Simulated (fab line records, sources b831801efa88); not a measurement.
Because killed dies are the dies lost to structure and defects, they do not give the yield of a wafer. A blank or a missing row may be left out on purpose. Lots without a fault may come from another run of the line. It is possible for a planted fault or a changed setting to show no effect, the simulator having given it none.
Which of the tools did it? ; flow sky130 ; Sampling: 7 lots, 21 wafers, 2 of 708 route steps

## WHAT THE GAUGES SHOWED, per wafer
SKY_METAL2_THK_MEAS_06: measures by xrf.
lot;measured;on;METAL2_ALCU_THK (nm)
L246;day 34 10:47;film-metro-03;247.8 249.7 247.1
L250;day 36 01:14;film-metro-03;252.8 253.6 254.6
L252;day 36 14:34;film-metro-03;258.0 254.0 256.9
L259;day 38 17:08;film-metro-01;249.9 248.8 250.3
L261;day 39 08:22;film-metro-04;252.5 250.8 253.5
L263;day 40 01:47;film-metro-01;253.8 252.1 250.4
L267;day 41 00:49;film-metro-03;254.8 253.8 254.1

## WHAT TOOL EACH LOT RAN ON (gives the tool, then ch and the chambers of the sampled wafers, and finally the start)
lot;SKY_METAL2_SPUTTER_01
L246;pvd-sputter-01, day 34 10:33
L250;pvd-sputter-02, day 36 00:59
L252;pvd-sputter-02, day 36 14:20
L259;pvd-sputter-02, day 38 16:53
L261;pvd-sputter-02, day 39 08:08
L263;pvd-sputter-01, day 40 01:32
L267;pvd-sputter-04, day 41 00:35
- SKY_METAL2_SPUTTER_01: material TiN, target thk 20 nm, time 16.7 s.

## THE ANSWER, worked out from the rows above alone
Rule: the lots themselves supply what counts as usual. Put in order of their means at a reading, lots are off if they are a third of the lots or fewer, leave a main group of 4 or more, and stand apart from it by a gap of 3 or more times the standard deviation of the main group's means; of several such gaps the widest counts. The tables above print the reading to a certain number of digits; a main group whose means all agree to those digits is not used. Also off: a lot with no number at a reading for which 4 or more lots have one. Any other lot the step has rows for is counted as sound.
Across all readings shown, no lot is off: no conclusion can be drawn from this.

## WHAT THE SIMULATOR HAD INSERTED
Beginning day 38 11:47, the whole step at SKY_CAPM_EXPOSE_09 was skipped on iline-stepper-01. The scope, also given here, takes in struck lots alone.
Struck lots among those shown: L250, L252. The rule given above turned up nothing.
